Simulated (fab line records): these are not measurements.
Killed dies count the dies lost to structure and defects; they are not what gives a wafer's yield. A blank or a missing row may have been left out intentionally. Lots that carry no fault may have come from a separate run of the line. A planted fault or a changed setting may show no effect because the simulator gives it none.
fab line records :: flow sky130 :: part 2 of 2: steps 44 to 44 of 44
[record]
  lots = 6
  wafers = 18
  lastDay = 49
route steps=708 shown SONOS_TUNNEL@160 SONOS_ONO@168 GATE_OXIDE@187 PAD_OPEN@708
lots with no fault: from the same line, run without faults
startH: start of the lot's first displayed wafer, in hours after the record's first day :: waitH: hours elapsed since this lot's preceding step :: " repeats the value in the row above :: L1.1+2: one row covering several wafers at once :: - value missing, or start not given :: * or withheld: withheld :: < > ~ a bound
route shown NAME@n: a module of which the file shows steps, and the number in the route of the first :: usual: mean/standard deviation of fault-free wafers :: same: alike in all rows :: chamber/n: place in a boat :: sites: per-site readings :: _std_site: standard deviation across them :: _edge_site: outer sites' mean less inner sites' :: radiusMm: how far each site lies from the wafer's centre :: mask NAME#n: copy n :: behind: tool/chamber where the wafer was last shaped :: hold: what put the lot on hold/how long, in hours/how the hold closed :: device: transistor that didn't switch, given as n, p or np :: end of line: at the end of the route, the tests of the same wafers :: where a step has no rows: the recipe by itself :: killed: at the first sort, the dies lost to defects and structure; wafer yield is something else :: map: the dies of a wafer, with x for killed, . for not killed, _ for no die there
set.NAME: the setting the step ran with; set.NAME@STEP: the setting that earlier step ran with :: model.NAME: the simulator's own value behind a step, which no gauge read
lots seen at some steps along the route; tables by step, rows by wafer
services: the hour from which a tool's chamber was out of use, counted from the record's first day as startH (under 0 if before that day), plus the number of hours and why
[[steps]]
[step SKY_PAD_OPEN_PROBE_99]
[usual]
  killed_at_M0_to_M3 = 41/6.2
  killed_at_M4_up = 3.0/1.7
  killedAtContacts = 25/5.8
  killedAtFrontEnd = 16/4.5
  killedAtOther = 0.2/0.42
  killedDies = 85/8.4
  killedOpen = 46/5.9
  killedShort = 39/6.3
[same]
  grossDies = 492
  killedAtBackSide = 0
lot.wafer: L312.4
tool: prober-02
chamber: -
startH: 1083.34
waitH: 0.2
killed_at_M0_to_M3: 38
killed_at_M4_up: 4
killedAtContacts: 22
killedAtFrontEnd: 19
killedAtOther: 0
killedDies: 83
killedOpen: 45
killedShort: 38
model.etest.capOno.gateLog10ACm2: -8.316
model.etest.capOno.toxAccNm: 13.2
model.etest.sonosProgrammed.vtV: 1.325
model.etest.sonosBaked.vtV: 0.91

lot.wafer: L312.5
tool: prober-02
chamber: -
startH: 1083.39
waitH: 0.2
killed_at_M0_to_M3: 50
killed_at_M4_up: 6
killedAtContacts: 18
killedAtFrontEnd: 16
killedAtOther: 0
killedDies: 90
killedOpen: 49
killedShort: 41
model.etest.capOno.gateLog10ACm2: -8.424
model.etest.capOno.toxAccNm: 13.15
model.etest.sonosProgrammed.vtV: 1.319
model.etest.sonosBaked.vtV: 0.8502

lot.wafer: L312.6
tool: prober-02
chamber: -
startH: 1083.44
waitH: 0.2
killed_at_M0_to_M3: 43
killed_at_M4_up: 6
killedAtContacts: 23
killedAtFrontEnd: 20
killedAtOther: 1
killedDies: 93
killedOpen: 48
killedShort: 45
model.etest.capOno.gateLog10ACm2: -8.403
model.etest.capOno.toxAccNm: 13.25
model.etest.sonosProgrammed.vtV: 1.248
model.etest.sonosBaked.vtV: 0.8052

lot.wafer: L318.3
tool: prober-02
chamber: -
startH: 1120.15
waitH: 0.2
killed_at_M0_to_M3: 42
killed_at_M4_up: 4
killedAtContacts: 25
killedAtFrontEnd: 17
killedAtOther: 0
killedDies: 88
killedOpen: 41
killedShort: 47
model.etest.capOno.gateLog10ACm2: -8.004
model.etest.capOno.toxAccNm: 12.98
model.etest.sonosProgrammed.vtV: 1.38
model.etest.sonosBaked.vtV: 0.8725

lot.wafer: L318.5
tool: prober-02
chamber: -
startH: 1120.25
waitH: 0.2
killed_at_M0_to_M3: 45
killed_at_M4_up: 4
killedAtContacts: 31
killedAtFrontEnd: 16
killedAtOther: 1
killedDies: 97
killedOpen: 57
killedShort: 40
model.etest.capOno.gateLog10ACm2: -7.957
model.etest.capOno.toxAccNm: 12.94
model.etest.sonosProgrammed.vtV: 1.438
model.etest.sonosBaked.vtV: 0.8961

lot.wafer: L318.6
tool: prober-02
chamber: -
startH: 1120.30
waitH: 0.2
killed_at_M0_to_M3: 35
killed_at_M4_up: 3
killedAtContacts: 28
killedAtFrontEnd: 9
killedAtOther: 2
killedDies: 77
killedOpen: 38
killedShort: 39
model.etest.capOno.gateLog10ACm2: -8.057
model.etest.capOno.toxAccNm: 13.01
model.etest.sonosProgrammed.vtV: 1.409
model.etest.sonosBaked.vtV: 0.8674

lot.wafer: L319.1
tool: prober-01
chamber: -
startH: 1126.39
waitH: 0.1
killed_at_M0_to_M3: 42
killed_at_M4_up: 3
killedAtContacts: 36
killedAtFrontEnd: 16
killedAtOther: 0
killedDies: 97
killedOpen: 59
killedShort: 35
model.etest.capOno.gateLog10ACm2: -8.129
model.etest.capOno.toxAccNm: 13.02
model.etest.sonosProgrammed.vtV: 1.41
model.etest.sonosBaked.vtV: 0.9606

lot.wafer: L319.2
tool: prober-01
chamber: -
startH: 1126.44
waitH: 0.1
killed_at_M0_to_M3: 43
killed_at_M4_up: 1
killedAtContacts: 23
killedAtFrontEnd: 9
killedAtOther: 0
killedDies: 76
killedOpen: 33
killedShort: 43
model.etest.capOno.gateLog10ACm2: -8.142
model.etest.capOno.toxAccNm: 13.02
model.etest.sonosProgrammed.vtV: 1.365
model.etest.sonosBaked.vtV: 0.8995

lot.wafer: L319.4
tool: prober-01
chamber: -
startH: 1126.54
waitH: 0.2
killed_at_M0_to_M3: 41
killed_at_M4_up: 3
killedAtContacts: 24
killedAtFrontEnd: 13
killedAtOther: 0
killedDies: 81
killedOpen: 42
killedShort: 37
model.etest.capOno.gateLog10ACm2: -8.189
model.etest.capOno.toxAccNm: 13.05
model.etest.sonosProgrammed.vtV: 1.374
model.etest.sonosBaked.vtV: 0.8746

lot.wafer: L322.1
tool: prober-02
chamber: -
startH: 1142.77
waitH: 0.1
killed_at_M0_to_M3: 37
killed_at_M4_up: 2
killedAtContacts: 24
killedAtFrontEnd: 11
killedAtOther: 0
killedDies: 74
killedOpen: 43
killedShort: 31
model.etest.capOno.gateLog10ACm2: -8.015
model.etest.capOno.toxAccNm: 12.88
model.etest.sonosProgrammed.vtV: 1.464
model.etest.sonosBaked.vtV: 0.9312

lot.wafer: L322.5
tool: prober-02
chamber: -
startH: 1142.97
waitH: 0.2
killed_at_M0_to_M3: 54
killed_at_M4_up: 3
killedAtContacts: 16
killedAtFrontEnd: 11
killedAtOther: 1
killedDies: 85
killedOpen: 50
killedShort: 35
model.etest.capOno.gateLog10ACm2: -7.89
model.etest.capOno.toxAccNm: 12.88
model.etest.sonosProgrammed.vtV: 1.469
model.etest.sonosBaked.vtV: 0.9732

lot.wafer: L322.6
tool: prober-02
chamber: -
startH: 1143.02
waitH: 0.2
killed_at_M0_to_M3: 46
killed_at_M4_up: 2
killedAtContacts: 22
killedAtFrontEnd: 17
killedAtOther: 0
killedDies: 87
killedOpen: 42
killedShort: 45
model.etest.capOno.gateLog10ACm2: -7.898
model.etest.capOno.toxAccNm: 12.78
model.etest.sonosProgrammed.vtV: 1.526
model.etest.sonosBaked.vtV: 1.002

lot.wafer: L330.3
tool: prober-02
chamber: -
startH: 1181.71
waitH: 0.2
killed_at_M0_to_M3: 34
killed_at_M4_up: 3
killedAtContacts: 21
killedAtFrontEnd: 16
killedAtOther: 1
killedDies: 75
killedOpen: 44
killedShort: 31
model.etest.capOno.gateLog10ACm2: -7.581
model.etest.capOno.toxAccNm: 12.69
model.etest.sonosProgrammed.vtV: 1.557
model.etest.sonosBaked.vtV: 1.002

lot.wafer: L330.4
tool: prober-02
chamber: -
startH: 1181.76
waitH: 0.2
killed_at_M0_to_M3: 30
killed_at_M4_up: 2
killedAtContacts: 22
killedAtFrontEnd: 15
killedAtOther: 0
killedDies: 69
killedOpen: 39
killedShort: 30
model.etest.capOno.gateLog10ACm2: -7.712
model.etest.capOno.toxAccNm: 12.73
model.etest.sonosProgrammed.vtV: 1.534
model.etest.sonosBaked.vtV: 1.021

lot.wafer: L330.5
tool: prober-02
chamber: -
startH: 1181.81
waitH: 0.2
killed_at_M0_to_M3: 34
killed_at_M4_up: 2
killedAtContacts: 22
killedAtFrontEnd: 14
killedAtOther: 0
killedDies: 72
killedOpen: 46
killedShort: 26
model.etest.capOno.gateLog10ACm2: -7.708
model.etest.capOno.toxAccNm: 12.65
model.etest.sonosProgrammed.vtV: 1.565
model.etest.sonosBaked.vtV: 1.05

lot.wafer: L331.1
tool: prober-02
chamber: -
startH: 1187.32
waitH: 0.1
killed_at_M0_to_M3: 44
killed_at_M4_up: 4
killedAtContacts: 34
killedAtFrontEnd: 14
killedAtOther: 0
killedDies: 96
killedOpen: 51
killedShort: 45
model.etest.capOno.gateLog10ACm2: -7.67
model.etest.capOno.toxAccNm: 12.65
model.etest.sonosProgrammed.vtV: 1.582
model.etest.sonosBaked.vtV: 1.034

lot.wafer: L331.2
tool: prober-02
chamber: -
startH: 1187.37
waitH: 0.1
killed_at_M0_to_M3: 40
killed_at_M4_up: 3
killedAtContacts: 26
killedAtFrontEnd: 18
killedAtOther: 0
killedDies: 87
killedOpen: 52
killedShort: 35
model.etest.capOno.gateLog10ACm2: -7.558
model.etest.capOno.toxAccNm: 12.68
model.etest.sonosProgrammed.vtV: 1.613
model.etest.sonosBaked.vtV: 1.068

lot.wafer: L331.6
tool: prober-02
chamber: -
startH: 1187.57
waitH: 0.2
killed_at_M0_to_M3: 46
killed_at_M4_up: 1
killedAtContacts: 26
killedAtFrontEnd: 14
killedAtOther: 0
killedDies: 87
killedOpen: 46
killedShort: 41
model.etest.capOno.gateLog10ACm2: -7.552
model.etest.capOno.toxAccNm: 12.56
model.etest.sonosProgrammed.vtV: 1.631
model.etest.sonosBaked.vtV: 1.084
// killed by level:class
L312.4 VIA1:geometricParticle:open=7 VIA3:geometricParticle:open=7 VIA2:geometricParticle:open=6 CONTACT:geometricParticle:open=5 POLY_GATE:geometricParticle:open=5 POLY_GATE:geometricParticle:short=5 LOCAL_INTERCONNECT:geometricParticle:short=5 FIELD_ISO:geometricParticle:short=4
L312.5 VIA1:geometricParticle:open=13 VIA3:geometricParticle:open=11 METAL1:geometricParticle:short=8 CONTACT:geometricParticle:open=6 LOCAL_INTERCONNECT:geometricParticle:short=5 VIA2:geometricParticle:open=5 POLY_GATE:geometricParticle:short=4 LI_CONTACT:geometricParticle:open=4
L312.6 CONTACT:geometricParticle:open=13 VIA1:geometricParticle:open=11 POLY_GATE:geometricParticle:short=6 VIA1:geometricParticle:short=5 VIA3:geometricParticle:open=5 VIA2:geometricParticle:open=5 FIELD_ISO:geometricParticle:short=4 METAL3:geometricParticle:short=4
L318.3 METAL1:geometricParticle:short=9 VIA3:geometricParticle:open=8 CONTACT:geometricParticle:open=7 LI_CONTACT:geometricParticle:open=6 FIELD_ISO:geometricParticle:open=5 LOCAL_INTERCONNECT:geometricParticle:short=5 CONTACT:geometricParticle:short=5 VIA1:geometricParticle:open=4
L318.5 LI_CONTACT:geometricParticle:open=12 VIA1:geometricParticle:open=10 CONTACT:geometricParticle:open=9 LOCAL_INTERCONNECT:geometricParticle:short=6 METAL1:geometricParticle:short=6 VIA3:geometricParticle:open=6 VIA2:geometricParticle:open=5 FIELD_ISO:geometricParticle:open=4
L318.6 VIA3:geometricParticle:open=9 CONTACT:geometricParticle:short=8 LI_CONTACT:geometricParticle:open=6 CONTACT:geometricParticle:open=6 VIA1:geometricParticle:open=6 LI_CONTACT:geometricParticle:short=5 METAL1:geometricParticle:short=5 VIA2:geometricParticle:short=5
L319.1 CONTACT:geometricParticle:open=17 VIA1:geometricParticle:open=8 LI_CONTACT:geometricParticle:open=8 VIA2:geometricParticle:open=8 VIA1:geometricParticle:short=6 VIA3:geometricParticle:open=6 POLY_GATE:geometricParticle:open=5 CONTACT:geometricParticle:short=5
L319.2 METAL2:geometricParticle:short=11 METAL1:geometricParticle:short=8 VIA1:geometricParticle:open=7 LI_CONTACT:geometricParticle:open=5 CONTACT:geometricParticle:open=5 VIA3:geometricParticle:open=5 CONTACT:geometricParticle:short=4 VIA1:geometricParticle:short=4
L319.4 CONTACT:geometricParticle:open=9 VIA1:geometricParticle:open=9 LI_CONTACT:geometricParticle:open=8 METAL1:geometricParticle:short=8 METAL2:geometricParticle:short=7 POLY_GATE:geometricParticle:open=5 VIA2:geometricParticle:open=5 LI_CONTACT:geometricParticle:short=4
L322.1 VIA1:geometricParticle:open=9 VIA3:geometricParticle:open=8 LI_CONTACT:geometricParticle:open=7 CONTACT:geometricParticle:open=7 CONTACT:geometricParticle:short=6 METAL1:geometricParticle:short=3 VIA1:geometricParticle:short=3 VIA2:geometricParticle:open=3
L322.5 VIA3:geometricParticle:open=15 VIA1:geometricParticle:open=11 CONTACT:geometricParticle:open=8 VIA2:geometricParticle:open=8 METAL2:geometricParticle:short=5 METAL3:geometricParticle:short=4 POLY_GATE:geometricParticle:short=3 LOCAL_INTERCONNECT:geometricParticle:short=3
L322.6 CONTACT:geometricParticle:open=11 VIA1:geometricParticle:open=9 METAL1:geometricParticle:short=6 VIA2:geometricParticle:open=6 POLY_GATE:geometricParticle:short=5 CONTACT:geometricParticle:short=5 VIA2:geometricParticle:short=5 VIA3:geometricParticle:open=5
L330.3 CONTACT:geometricParticle:open=7 FIELD_ISO:geometricParticle:open=6 METAL1:geometricParticle:short=6 VIA1:geometricParticle:open=6 VIA3:geometricParticle:open=6 POLY_GATE:geometricParticle:open=5 LI_CONTACT:geometricParticle:open=4 LOCAL_INTERCONNECT:geometricParticle:short=4
L330.4 CONTACT:geometricParticle:open=10 VIA1:geometricParticle:open=7 FIELD_ISO:geometricParticle:open=5 LI_CONTACT:geometricParticle:open=4 VIA1:geometricParticle:short=4 VIA2:geometricParticle:open=4 METAL3:geometricParticle:short=4 VIA3:geometricParticle:open=4
L330.5 CONTACT:geometricParticle:open=11 VIA1:geometricParticle:open=11 VIA2:geometricParticle:open=7 FIELD_ISO:geometricParticle:short=4 LI_CONTACT:geometricParticle:open=4 POLY_GATE:geometricParticle:short=3 LOCAL_INTERCONNECT:geometricParticle:short=3 METAL2:geometricParticle:open=3
L331.1 CONTACT:geometricParticle:open=17 VIA1:geometricParticle:open=15 CONTACT:geometricParticle:short=10 METAL1:geometricParticle:short=6 LI_CONTACT:geometricParticle:open=5 FIELD_ISO:geometricParticle:short=4 METAL2:geometricParticle:short=4 VIA2:geometricParticle:short=3
L331.2 CONTACT:geometricParticle:open=16 VIA1:geometricParticle:open=12 POLY_GATE:geometricParticle:short=8 VIA3:geometricParticle:open=5 FIELD_ISO:geometricParticle:short=4 LI_CONTACT:geometricParticle:open=4 VIA2:geometricParticle:short=4 VIA2:geometricParticle:open=4
L331.6 CONTACT:geometricParticle:open=11 VIA1:geometricParticle:open=11 VIA3:geometricParticle:open=8 CONTACT:geometricParticle:short=7 VIA1:geometricParticle:short=7 FIELD_ISO:geometricParticle:open=5 LI_CONTACT:geometricParticle:open=5 VIA3:geometricParticle:short=5
[[services]]
tool: plasmaAsher-02
chamber: -
startH: 248.44
hours: 1.8
kind: repair

tool: plasmaAsher-02
chamber: -
startH: 248.92
hours: 3.6
kind: repair

tool: rieDiel-01
chamber: 2
startH: 262.41
hours: 13.1
kind: repair

tool: rieDiel-04
chamber: 1
startH: 269.87
hours: 8.5
kind: repair

tool: wetBench-02
chamber: -
startH: 272.64
hours: 1.9
kind: pm

tool: plasmaAsher-02
chamber: -
startH: 292.92
hours: 0.7
kind: repair

tool: plasmaAsher-01
chamber: -
startH: 325.24
hours: 2.8
kind: repair

tool: rieDiel-03
chamber: -
startH: 332.83
hours: 0.4
kind: repair

tool: plasmaAsher-01
chamber: -
startH: 341.39
hours: 0.8
kind: repair

tool: lpcvd-03
chamber: -
startH: 345.95
hours: 1.4
kind: repair

tool: rieDiel-01
chamber: 1
startH: 349.25
hours: 2.9
kind: repair

tool: rieDiel-04
chamber: -
startH: 356.74
hours: 0.4
kind: repair

tool: plasmaAsher-04
chamber: -
startH: 376.93
hours: 2.8
kind: pm

tool: plasmaAsher-02
chamber: -
startH: 379.23
hours: 2.2
kind: repair

tool: plasmaAsher-01
chamber: -
startH: 383.35
hours: 2.2
kind: repair

tool: rieDiel-01
chamber: 0
startH: 397.34
hours: 2.4
kind: repair

tool: rieDiel-03
chamber: 3
startH: 408.17
hours: 4.6
kind: repair

tool: wetBench-03
chamber: -
startH: 415.58
hours: 67.6
kind: pm

tool: plasmaAsher-02
chamber: -
startH: 418.67
hours: 15.6
kind: pm

tool: rieDiel-01
chamber: -
startH: 419.25
hours: 0.8
kind: repair

tool: plasmaAsher-04
chamber: -
startH: 421.25
hours: 9.0
kind: pm

tool: rieDiel-04
chamber: 0
startH: 435.19
hours: 3.0
kind: repair

tool: rieDiel-03
chamber: 0
startH: 454.84
hours: 7.0
kind: repair

tool: rieDiel-01
chamber: 0
startH: 465.11
hours: 2.0
kind: repair
[[key]]
[firstSign]
  step = SKY_SONOS_ONO_THK_MEAS_05
  reading = SONOS_ONO_CVD_04_THK
  direction = down
  sigmas = 2.1
  usual = 5.75
  struck = 5.54
effect none on later readings
[modelEffect]
  step = SKY_SONOS_ONO_CVD_04
  value = SiO2_of_SONOS_ONO_CVD_04.thkNm
  without = 5.785
  struck = 5.532
[modelEffect]
  step = SKY_GATE_OXIDE_CLEAN_15
  value = SiO2_of_SONOS_ONO_CVD_04.thkNm
  without = 4.253
  struck = 4
[modelEffect]
  step = SKY_PAD_OPEN_PROBE_99
  value = etest.capOno.gateLog10ACm2
  without = -7.958
  struck = -7.63
metAt SKY_SONOS_ONO_CVD_04
struckWafers L330.3,L330.4,L330.5,L331.1,L331.2,L331.6
testerLeftOut L330,L331
onsetBetween 340.16 402.03
alsoFits time
[fault]
  kind = processParameterDrift
  tool = lpcvd-03
  chamber = -
  onsetH = 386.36
  steps = SKY_SONOS_ONO_CVD_04
  channel = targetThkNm
  offset = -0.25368
  shape = step
  endH = 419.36
  stated = 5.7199
// testerLeftOut: of these lots the tester's yield and bins aren't shown, on N5 and GAA mostly nor the transistor test; their killed dies are dies lost to structure and defects alone, not to doping, threshold or leakage, so they don't give the yield
